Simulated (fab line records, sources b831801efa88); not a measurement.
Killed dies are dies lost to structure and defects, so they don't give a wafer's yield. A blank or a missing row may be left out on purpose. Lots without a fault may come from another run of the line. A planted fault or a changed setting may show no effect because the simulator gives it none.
One fault seen from 2 desks | flow sky130 | each desk has only its own numbers; what lay behind them comes last

THE TOOL OWNER'S DESK: rie_si-01
The tool's own readings at SKY_FIELD_ISO_ETCH_17 (etches Si in HBr/Cl2/O2, target depth 342 nm, time 97.7 s): means of the sampled wafers that have a number, for each lot that ran on this tool. A lot is out of limits, marked OUT, if its mean lies more than 4 standard deviations from the usual mean; the brackets give that distance.
Columns: A = bias_w at SKY_FIELD_ISO_ETCH_17, usual 150.0 W; B = drypump_motor_current_A at SKY_FIELD_ISO_ETCH_17, usual 6.2 A; C = oes_product_au at SKY_FIELD_ISO_ETCH_17, usual 1.003 a.u.; D = run_length_s at SKY_FIELD_ISO_ETCH_17, usual 126.2 s; E = throttle_valve_pct at SKY_FIELD_ISO_ETCH_17, usual 25.654 %
lot  | first seen here | A     | B   | C     | D                | E
L147 | day 2 17:16     | 150.0 | 6.4 | 0.995 | 126.0            | 25.659
L149 | day 3 01:46     | 149.9 | 6.3 | 1.003 | 126.3            | 25.657
L150 | day 3 06:37     | 150.2 | 6.3 | 0.998 | 126.5            | 25.666
L152 | day 3 16:46     | 150.2 | 6.1 | 1.000 | 126.1            | 25.655
L160 | day 5 11:46     | 150.1 | 6.3 | 0.993 | 129.0 (+6.7) OUT | 25.662
This desk's finding: out of limits on L160; first on L160, day 5 11:46 (run_length_s at SKY_FIELD_ISO_ETCH_17). In limits: L147, L149, L150, L152.

THE METROLOGY DESK
What the gauges read, lot by lot, whatever tool the lot ran on: means of the sampled wafers that have a number. A lot is out of limits, marked OUT, if its mean lies more than 4 standard deviations from the usual mean; the brackets give that distance.
Columns: A = CONTACT_W_THK at SKY_CONTACT_THK_MEAS_26, usual 354 nm
lot  | first seen here | A
L145 | day 31 08:56    | 355
L146 | day 31 19:56    | 353
L147 | day 32 06:24    | 359
L148 | day 32 08:17    | 358
L149 | day 33 02:08    | 350
L150 | day 33 16:23    | 351
L152 | day 34 02:32    | 355
L153 | day 34 07:28    | 351
L155 | day 36 04:40    | 356
L160 | day 36 10:07    | 363
L161 | day 36 16:05    | 351
L164 | day 38 06:07    | 358
This desk's finding: nothing out of limits on any of the 12 lots.

PUT TOGETHER
The tool owner's desk could have raised an alarm at day 5 11:46, on L160.
The metrology desk saw nothing out of limits.
The metrology desk has L160 on record, within its limits.
Of the lots named, all ran SKY_FIELD_ISO_ETCH_17 on rie_si-01.

WHAT THE SIMULATOR HAD PUT IN
Process parameter drift: rie_si-01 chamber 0, from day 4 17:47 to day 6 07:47, at SKY_FIELD_ISO_ETCH_17. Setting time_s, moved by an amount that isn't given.
Lots struck among those shown: L160.
Hours from the fault's start to each desk's first reading out of limits: the tool owner's desk, 18.
